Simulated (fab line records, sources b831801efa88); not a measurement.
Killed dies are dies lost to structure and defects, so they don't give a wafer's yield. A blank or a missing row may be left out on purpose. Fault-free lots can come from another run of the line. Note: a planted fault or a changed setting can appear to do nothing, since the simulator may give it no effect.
fab line records | flow gf180mcu
record: lots: 12 | wafers: 36 | last-day: 34
route steps=602 shown M2@379 M3@413
lots that met no fault: taken from a fault-free run of the same line
start-h: hours from the record's opening day to when the first of the lot's shown wafers began | wait-h: hours elapsed since this lot's preceding step | " unchanged from the row above | L1.1+2: several wafers, shown together as one row | - no value present, or no start provided | * or withheld: withheld | < > ~ a bound
route shown NAME@n: a module of which the file shows steps, and the number in the route of the first | usual: mean/standard deviation taken from wafers without a fault | same: alike in all rows | chamber/n: place in a boat | sites: each site's reading | _std_site: the standard deviation of these | _edge_site: outer sites' mean less inner sites' | radius-mm: for every site, how far away it sits from the centre of the wafer | mask NAME#n: copy n | behind: the last tool/chamber to shape the wafer | hold: reason for holding the lot/hours on hold/outcome of the hold | device: transistor that didn't switch, given as n, p or np | end of line: the same wafers' tests at the end of the route | a step without rows: its recipe alone | killed: at the first sort, the dies lost to defects and structure; wafer yield is something else | map: dies across one wafer; x = killed, . = not, _ = none there
set.NAME: the setting as run; set.NAME@STEP: as run at that earlier step | model.NAME: the simulator's own value behind a step, which no gauge read
route steps across a sampled set of lots; one table per step, one row per wafer
services: the hour from which a tool's chamber was out of use, counted from the record's first day as start-h (under 0 if before that day), plus the number of hours and why
== steps ==
step: GF_M2_STRIP_17
recipe: chemistry: O2/N2 | power-w: 1400 | pressure-mtorr: 1500 | platen-temp-c: 250 | o2-flow-sccm: 3000 | n2-flow-sccm: 300 | overash-fraction: 0.5
usual: drypump-motor-current-A: 5.71/0.22 | heater-power-w: 330/42 | oes-product-au: 0.537/0.0054 | overash-fraction: 0.5/0 | strip-time-to-endpoint-s: 7.38/0.068
lot.wafer | tool            | chamber | start-h | wait-h | drypump-motor-current-A | heater-power-w | oes-product-au | overash-fraction | rf-hours-counter-h | strip-time-to-endpoint-s
L972.1    | plasma-asher-04 | 0       | 455.72  | 0.2    | 6.23                    | 395            | 0.538          | 0.5              | 66                 | 7.26
L972.2    | "               | 1       | "       | "      | 5.48                    | 289            | 0.532          | 0.5              | 66                 | 7.26
L972.4    | "               | 1       | "       | "      | 5.49                    | 301            | 0.530          | 0.5              | -                  | 7.30
L974.1    | plasma-asher-03 | 1       | 470.13  | 0.1    | 5.61                    | 282            | 0.541          | 0.5              | 81                 | 7.40
L974.5    | "               | 0       | "       | "      | 5.54                    | 329            | 0.530          | 0.5              | -                  | 7.36
L974.6    | "               | 1       | "       | "      | 5.61                    | 284            | 0.537          | 0.5              | -                  | 7.39
L976.1    | plasma-asher-03 | 1       | 490.51  | 0.1    | 5.64                    | 282            | 0.546          | 0.5              | 84                 | 7.40
L976.3    | "               | 1       | "       | "      | 5.62                    | 282            | 0.532          | 0.5              | -                  | 7.39
L976.4    | "               | 0       | "       | "      | 5.55                    | 322            | 0.536          | 0.5              | -                  | 7.38
L977.3    | plasma-asher-03 | 0       | 491.15  | 0.1    | 5.51                    | 323            | 0.535          | 0.5              | -                  | 7.41
L977.4    | "               | 1       | "       | "      | 5.66                    | 281            | 0.536          | 0.5              | -                  | 7.33
L977.5    | "               | 1       | "       | "      | 5.64                    | 285            | 0.541          | 0.5              | -                  | 7.32
L979.1    | plasma-asher-03 | 0       | 509.36  | 0.1    | 5.52                    | 318            | 0.544          | 0.3              | 87                 | 7.40
L979.2    | "               | 1       | "       | "      | 5.63                    | 284            | 0.542          | 0.3              | 87                 | 7.38
L979.3    | "               | 1       | "       | "      | 5.62                    | 292            | 0.545          | 0.3              | -                  | 7.45
L982.2    | plasma-asher-03 | 0       | 533.92  | 0.2    | 5.53                    | 328            | 0.533          | 0.3              | 90                 | 7.36
L982.3    | "               | 1       | "       | "      | 5.64                    | 289            | 0.530          | 0.3              | -                  | 7.41
L982.4    | "               | 0       | "       | "      | 5.53                    | 323            | 0.531          | 0.3              | -                  | 7.36
L987.1    | plasma-asher-02 | 0       | 573.90  | 0.1    | 5.83                    | 401            | 0.537          | 0.5              | 11                 | 7.37
L987.2    | "               | 1       | "       | "      | 5.75                    | 339            | 0.538          | 0.5              | 11                 | 7.46
L987.3    | "               | 1       | "       | "      | 5.72                    | 330            | 0.527          | 0.5              | -                  | 7.42
L989.3    | plasma-asher-02 | 0       | 591.04  | 0.1    | 5.83                    | 396            | 0.540          | 0.5              | -                  | 7.51
L989.4    | "               | 1       | "       | "      | 5.76                    | 337            | 0.540          | 0.5              | -                  | 7.53
L989.6    | "               | 0       | "       | "      | 5.81                    | 404            | 0.554          | 0.5              | -                  | 7.49
L990.3    | plasma-asher-02 | 1       | 599.07  | 0.1    | 5.74                    | 322            | 0.539          | 0.5              | -                  | 7.37
L990.4    | "               | 0       | "       | "      | 5.83                    | 406            | 0.537          | 0.5              | -                  | 7.32
L990.5    | "               | 1       | "       | "      | 5.77                    | 328            | 0.543          | 0.5              | -                  | 7.36
L991.2    | plasma-asher-02 | 1       | 607.45  | 0.1    | 5.76                    | 332            | 0.530          | 0.5              | 14                 | 7.36
L991.3    | "               | 1       | "       | "      | 5.74                    | 318            | 0.530          | 0.5              | -                  | 7.29
L991.5    | "               | 0       | "       | "      | 5.83                    | 393            | 0.535          | 0.5              | -                  | 7.36
L992.1    | plasma-asher-03 | 1       | 612.25  | 0.1    | 5.67                    | 284            | 0.531          | 0.5              | 97                 | 7.42
L992.3    | "               | 0       | "       | "      | 5.54                    | 319            | 0.535          | 0.5              | -                  | 7.46
L992.6    | "               | 1       | "       | "      | 5.66                    | 281            | 0.535          | 0.5              | -                  | 7.44
L994.2    | plasma-asher-04 | 0       | 623.20  | 0.1    | 6.17                    | 396            | 0.535          | 0.5              | 86                 | 7.32
L994.3    | "               | 1       | "       | "      | 5.47                    | 293            | 0.534          | 0.5              | -                  | 7.36
L994.5    | "               | 1       | "       | "      | 5.46                    | 288            | 0.539          | 0.5              | -                  | 7.30
step: GF_M3_SPUTTER_04
recipe: material: TiN | target-thk-nm: 50 | power-w: 6500 | time-s: 41.7 | chamber-pressure-pa: 0.4
usual: cathode-dc-power-W: 6500.0/1.2 | throttle-valve-pct: 30.3/1
lot.wafer | tool           | chamber | start-h | wait-h | cathode-dc-power-W | throttle-valve-pct
L972.1    | pvd-sputter-01 | -       | 482.76  | 0.0    | 6501.3             | 30.6
L972.2    | "              | -       | "       | "      | 6498.6             | 30.8
L972.4    | "              | -       | "       | "      | 6501.2             | 29.5
L974.1    | pvd-sputter-01 | -       | 496.90  | 0.0    | 6500.3             | 29.3
L974.5    | "              | -       | "       | "      | 6500.0             | 30.5
L974.6    | "              | -       | "       | "      | 6501.5             | 29.7
L977.3    | pvd-sputter-04 | -       | 517.26  | 0.0    | 6500.1             | 29.9
L977.4    | "              | -       | "       | "      | 6498.8             | 30.5
L977.5    | "              | -       | "       | "      | 6499.7             | 28.8
L976.1    | pvd-sputter-01 | -       | 517.56  | 0.0    | 6499.0             | 29.7
L976.3    | "              | -       | "       | "      | 6499.7             | 30.3
L976.4    | "              | -       | "       | "      | 6500.9             | 30.8
L979.1    | pvd-sputter-04 | -       | 535.75  | 0.0    | 6500.8             | 29.9
L979.2    | "              | -       | "       | "      | 6500.4             | 32.6
L979.3    | "              | -       | "       | "      | 6500.1             | 29.0
L982.2    | pvd-sputter-04 | -       | 559.56  | 0.0    | 6499.2             | 28.7
L982.3    | "              | -       | "       | "      | 6499.8             | 30.9
L982.4    | "              | -       | "       | "      | 6500.3             | 29.9
L987.1    | pvd-sputter-01 | -       | 599.14  | 0.0    | 6499.4             | 30.7
L987.2    | "              | -       | "       | "      | 6501.1             | 29.5
L987.3    | "              | -       | "       | "      | 6498.5             | 30.3
L989.3    | pvd-sputter-01 | -       | 614.64  | 0.0    | 6501.9             | 29.5
L989.4    | "              | -       | "       | "      | 6498.4             | 30.4
L989.6    | "              | -       | "       | "      | 6499.7             | 29.8
L990.3    | pvd-sputter-04 | -       | 622.89  | 0.0    | 6498.3             | 30.6
L990.4    | "              | -       | "       | "      | 6499.7             | 32.6
L990.5    | "              | -       | "       | "      | 6500.0             | 32.8
L991.2    | pvd-sputter-01 | -       | 630.86  | 0.0    | 6499.4             | 30.5
L991.3    | "              | -       | "       | "      | 6500.4             | 30.4
L991.5    | "              | -       | "       | "      | 6500.1             | 30.6
L992.1    | pvd-sputter-03 | -       | 636.14  | 0.0    | 6498.8             | 30.8
L992.3    | "              | -       | "       | "      | 6498.5             | 31.5
L992.6    | "              | -       | "       | "      | 6501.3             | 31.4
L994.2    | pvd-sputter-04 | -       | 646.46  | 0.0    | 6501.2             | 30.0
L994.3    | "              | -       | "       | "      | 6499.2             | 30.7
L994.5    | "              | -       | "       | "      | 6501.5             | 30.0
step: GF_M3_RS_MEAS_05
recipe: thk-meas-gauge: four-point-probe | reads: TiN_of_M3_SPUTTER_04+Ti_of_M3_SPUTTER_03+AlCu_of_M3_SPUTTER_02+TiN_of_M3_SPUTTER_01+Ti_of_M3_SPUTTER_00
usual: M3_ALCU_RS: 0.0700/0.00091
lot.wafer | tool          | chamber | start-h | wait-h | M3_ALCU_RS[ohm/sq]
L972.1    | film-metro-02 | -       | 482.80  | 0.0    | 0.0697
L972.2    | "             | -       | "       | "      | 0.0692
L972.4    | "             | -       | "       | "      | 0.0681
L974.1    | film-metro-02 | -       | 496.94  | 0.0    | 0.0706
L974.5    | "             | -       | "       | "      | 0.0702
L974.6    | "             | -       | "       | "      | 0.0689
L977.3    | film-metro-02 | -       | 517.34  | 0.1    | 0.0690
L977.4    | "             | -       | "       | "      | 0.0700
L977.5    | "             | -       | "       | "      | 0.0701
L976.1    | film-metro-01 | -       | 517.60  | 0.0    | 0.0695
L976.3    | "             | -       | "       | "      | 0.0712
L976.4    | "             | -       | "       | "      | 0.0711
L979.1    | film-metro-04 | -       | 535.79  | 0.0    | 0.0686
L979.2    | "             | -       | "       | "      | 0.0712
L979.3    | "             | -       | "       | "      | 0.0704
L982.2    | film-metro-04 | -       | 559.62  | 0.0    | 0.0713
L982.3    | "             | -       | "       | "      | 0.0715
L982.4    | "             | -       | "       | "      | 0.0706
L987.1    | film-metro-01 | -       | 599.18  | 0.0    | 0.0706
L987.2    | "             | -       | "       | "      | 0.0707
L987.3    | "             | -       | "       | "      | 0.0697
L989.3    | film-metro-02 | -       | 614.72  | 0.1    | 0.0709
L989.4    | "             | -       | "       | "      | 0.0704
L989.6    | "             | -       | "       | "      | 0.0693
L990.3    | film-metro-01 | -       | 622.96  | 0.1    | 0.0703
L990.4    | "             | -       | "       | "      | 0.0708
L990.5    | "             | -       | "       | "      | 0.0706
L991.2    | film-metro-02 | -       | 630.92  | 0.0    | 0.0701
L991.3    | "             | -       | "       | "      | 0.0699
L991.5    | "             | -       | "       | "      | 0.0700
L992.1    | film-metro-02 | -       | 636.18  | 0.0    | 0.0689
L992.3    | "             | -       | "       | "      | 0.0693
L992.6    | "             | -       | "       | "      | 0.0694
L994.2    | film-metro-02 | -       | 646.52  | 0.0    | 0.0684
L994.3    | "             | -       | "       | "      | 0.0692
L994.5    | "             | -       | "       | "      | 0.0682
step: GF_M3_METAL_ETCH_16
recipe: chemistry: Cl2/BCl3 | mask-material: KrF | target-depth-nm: 750.8 | stop-on: SiO2 | pressure-mtorr: 8 | icp-w: 800 | bias-w: 140 | Cl2_flow_sccm: 80 | bcl3-flow-sccm: 40 | time-s: 125.1
usual: drypump-motor-current-A: 5.7/0.41 | oes-product-au: 0.988/0.0078 | throttle-valve-pct: 28.232/0.012
lot.wafer | tool         | chamber | start-h | wait-h | drypump-motor-current-A | oes-product-au | rf-hours-counter-h | throttle-valve-pct
L972.1    | rie-metal-01 | 0       | 506.50  | 0.0    | 5.4                     | 0.999          | 14                 | 28.234
L972.2    | "            | 1       | "       | "      | 6.5                     | 0.984          | 11                 | 28.235
L972.4    | "            | 1       | "       | "      | 6.5                     | 0.991          | -                  | 28.244
L974.1    | rie-metal-02 | 1       | 520.31  | 0.0    | 5.6                     | 0.995          | 7                  | 28.226
L974.5    | "            | 1       | "       | "      | 5.6                     | 0.993          | -                  | 28.219
L974.6    | "            | 0       | "       | "      | 6.0                     | 0.988          | -                  | 28.229
L977.3    | rie-metal-01 | 1       | 540.35  | 0.1    | 6.5                     | 0.985          | -                  | 28.251
L977.4    | "            | 0       | "       | "      | 5.4                     | 0.988          | -                  | 28.222
L977.5    | "            | 0       | "       | "      | 5.4                     | 0.992          | -                  | 28.233
L976.1    | rie-metal-02 | 0       | 540.66  | 0.0    | 6.1                     | 0.982          | 2                  | 28.242
L976.3    | "            | 0       | "       | "      | 6.1                     | 0.981          | -                  | 28.225
L976.4    | "            | 0       | "       | "      | 6.0                     | 0.980          | -                  | 28.240
L979.1    | rie-metal-02 | 0       | 558.99  | 0.0    | 6.0                     | 0.990          | 3                  | 28.247
L979.2    | "            | 1       | "       | "      | 5.6                     | 1.000          | 8                  | 28.228
L979.3    | "            | 1       | "       | "      | 5.6                     | 0.996          | -                  | 28.239
L982.2    | rie-metal-02 | 1       | 580.96  | 0.0    | 5.6                     | 1.000          | 9                  | 28.209
L982.3    | "            | 0       | "       | "      | 6.1                     | 0.983          | -                  | 28.241
L982.4    | "            | 1       | "       | "      | 5.6                     | 0.995          | -                  | 28.220
L987.1    | rie-metal-03 | 1       | 619.55  | 0.0    | 5.0                     | 0.976          | 11                 | 28.235
L987.2    | "            | 0       | "       | "      | 5.4                     | 0.975          | 12                 | 28.242
L987.3    | "            | 0       | "       | "      | 5.4                     | 0.980          | -                  | 28.245
L989.3    | rie-metal-02 | 0       | 634.81  | 0.1    | 6.0                     | 0.993          | -                  | 28.233
L989.4    | "            | 1       | "       | "      | 5.6                     | 1.002          | -                  | 28.222
L989.6    | "            | 1       | "       | "      | 5.6                     | 1.004          | -                  | 28.217
L990.3    | rie-metal-02 | 0       | 642.85  | 0.1    | 6.0                     | 0.989          | -                  | 28.220
L990.4    | "            | 1       | "       | "      | 5.6                     | 0.991          | -                  | 28.211
L990.5    | "            | 0       | "       | "      | 6.0                     | 0.983          | -                  | 28.245
L991.2    | rie-metal-02 | 1       | 650.96  | 0.0    | 5.6                     | 0.993          | 11                 | 28.226
L991.3    | "            | 1       | "       | "      | 5.6                     | 0.992          | -                  | 28.214
L991.5    | "            | 1       | "       | "      | 5.6                     | 0.992          | -                  | 28.225
L992.1    | rie-metal-01 | 0       | 656.04  | 0.0    | 5.4                     | 0.993          | 5                  | 28.205
L992.3    | "            | 0       | "       | "      | 5.4                     | 0.998          | -                  | 28.205
L992.6    | "            | 0       | "       | "      | 5.4                     | 1.005          | -                  | 28.213
L994.2    | rie-metal-03 | 0       | 665.85  | 0.0    | 5.4                     | 0.986          | 13                 | 28.249
L994.3    | "            | 0       | "       | "      | 5.5                     | 0.975          | -                  | 28.250
L994.5    | "            | 1       | "       | "      | 5.0                     | 0.994          | -                  | 28.230
== services ==
tool            | chamber | start-h | hours | kind
plasma-asher-02 | -       | 438.91  | 5.5   | repair
rie-metal-02    | 0       | 448.77  | -     | clean
rie-metal-02    | 0       | 448.77  | 25.7  | scheduled-down
rie-metal-02    | 0       | 448.77  | 25.7  | vent-cycle
plasma-asher-02 | -       | 486.42  | 23.9  | repair
plasma-asher-03 | -       | 498.79  | 0.6   | repair
plasma-asher-04 | -       | 501.34  | 2.8   | pm
plasma-asher-02 | -       | 510.35  | 15.6  | pm
plasma-asher-03 | -       | 513.91  | 1.2   | repair
rie-metal-01    | 0       | 516.43  | -     | clean
rie-metal-01    | 0       | 516.43  | 18.4  | scheduled-down
rie-metal-02    | 1       | 537.18  | 15.5  | repair
pvd-sputter-04  | -       | 541.57  | 3.5   | repair
pvd-sputter-03  | -       | 549.36  | 12.6  | repair
plasma-asher-03 | -       | 559.58  | 9.3   | repair
pvd-sputter-03  | -       | 583.22  | 0.8   | repair
plasma-asher-02 | -       | 591.48  | 2.6   | repair
pvd-sputter-01  | -       | 596.47  | 1.9   | repair
pvd-sputter-04  | -       | 603.51  | 2.1   | repair
plasma-asher-03 | -       | 624.66  | 2.8   | pm
rie-metal-03    | -       | 646.86  | 0.9   | repair
plasma-asher-02 | -       | 647.90  | 0.4   | repair
rie-metal-02    | 1       | 656.38  | 29.8  | repair
plasma-asher-02 | -       | 659.03  | 3.5   | repair
== key ==
first-sign: step: GF_M2_STRIP_17 | reading: overash-fraction | direction: down | sigmas: 99+ | usual: 0.5 | struck: 0.3
effect none on later readings
met-at GF_M2_STRIP_17
struck-lots L979,L982
not-acting-at GF_M3_SPUTTER_04,GF_M3_RS_MEAS_05,GF_M3_METAL_ETCH_16
onset-between 491.15 509.36
fault: kind: process-parameter-drift | tool: plasma-asher-03 | chamber: - | onset-h: 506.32 | steps: GF_M2_STRIP_17 | channel: overash-fraction | offset: -0.2 | shape: step | end-h: 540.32 | acts-in: these-recipes-only | stated: 0.5
